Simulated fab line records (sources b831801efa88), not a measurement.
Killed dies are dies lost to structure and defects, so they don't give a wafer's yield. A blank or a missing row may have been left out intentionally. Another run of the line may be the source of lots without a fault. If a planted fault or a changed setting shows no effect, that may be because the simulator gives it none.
Code-filled problem report in 8D (eight disciplines) form	flow sfq-line	the parts of the form that need people (team, actions taken, sign-off) are left out

== 1. PROBLEM STATEMENT ==
Mean of run-length-s at SFQ_TRILAYER_I3_VIA_BARC_OPEN_VIA_ETCH_121: 87.1 s over 2 wafers from 1 lot, against 70.0 s (standard deviation 0.46) on wafers with no fault. That puts it +37 standard deviations away from the usual mean.
The step: etches BARC in O2, target depth 125 nm, time 41.7 s.
First observed at day 40 03:08: wafer L727.1, on rie-diel-04. The record holds 39 wafers of 13 lots with a number at this step. The rule behind "out" and "out of limits": a value lying over 4 standard deviations away from the usual mean. The rest of the wafers with a number are treated as sound.

== 2. WHAT IT IS; WHAT IT IS NOT ==
question	is	is not
which readings at this step	run-length-s, oes-product-au	drypump-motor-current-A
which lots	L727	L704, L706, L707, L708, L709, L710, L711, L713, L715, L718, L721, L725
which wafers of those lots	L727.1, L727.3	L727.2
read on which tools	rie-diel-04	rie-diel-02, rie-diel-03
when	from day 40 03:08	up to then (37 sound wafers)

== 3. THE SUSPECTS, EACH WITH WHAT RULES IT OUT ==
Counting: a tool at a process step up to the reading stays a suspect if it ran every lot that is out. Sound lots after the first of them don't rule it out here, since some wafers of a struck lot are sound.
- rie-diel-04 at SFQ_TRILAYER_I3_VIA_BARC_OPEN_VIA_ETCH_121 (etches BARC in O2, target depth 125 nm, time 41.7 s): kept. It processed L727, the lot that is out, at day 40 03:08, and its most recent sound lot before then was L718 at day 39 01:56. Out on those wafers are its own readings of oes-product-au, run-length-s.
- Within rie-diel-04 at SFQ_TRILAYER_I3_VIA_BARC_OPEN_VIA_ETCH_121: the wafers that are out ran in chambers 2, 3; their sound lot-mates ran in chamber 1.
The count leaves rie-diel-04 at SFQ_TRILAYER_I3_VIA_BARC_OPEN_VIA_ETCH_121.

== 4. THE CAUSE (what the simulator had put in) ==
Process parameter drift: rie-diel-04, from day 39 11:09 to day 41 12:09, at SFQ_TRILAYER_I3_VIA_BARC_OPEN_VIA_ETCH_121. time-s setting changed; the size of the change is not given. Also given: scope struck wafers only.
After counting, this tool was the only one left.

== 5. SEQUENCE OF EFFECTS, ordered by route ==
Rows list readings where the struck wafers' mean (over those with a number) sits beyond 3 standard deviations from the usual. Only readings whose record carries a usual standard deviation are examined. hours: median over the lots of the time between each lot's start at the first step of this table that gives one and its start at this step. sigmas: the change, counted in usual standard deviations.
hours	step	reading	usual	on struck wafers	change	sigmas
0	SFQ_TRILAYER_I3_VIA_BARC_OPEN_VIA_ETCH_121	oes-product-au	0.684 a.u.	0.597	-0.088	-18
0	SFQ_TRILAYER_I3_VIA_BARC_OPEN_VIA_ETCH_121	run-length-s	70.0 s	87.1	+17.1	+37
Process steps it contains:
- SFQ_TRILAYER_I3_VIA_BARC_OPEN_VIA_ETCH_121: etches BARC in O2, target depth 125 nm, time 41.7 s.

== 6. WHAT WOULD HAVE CAUGHT IT SOONER ==
The fault began at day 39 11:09; the first out-of-limits reading in this record came at day 40 03:08, 16 hours later.
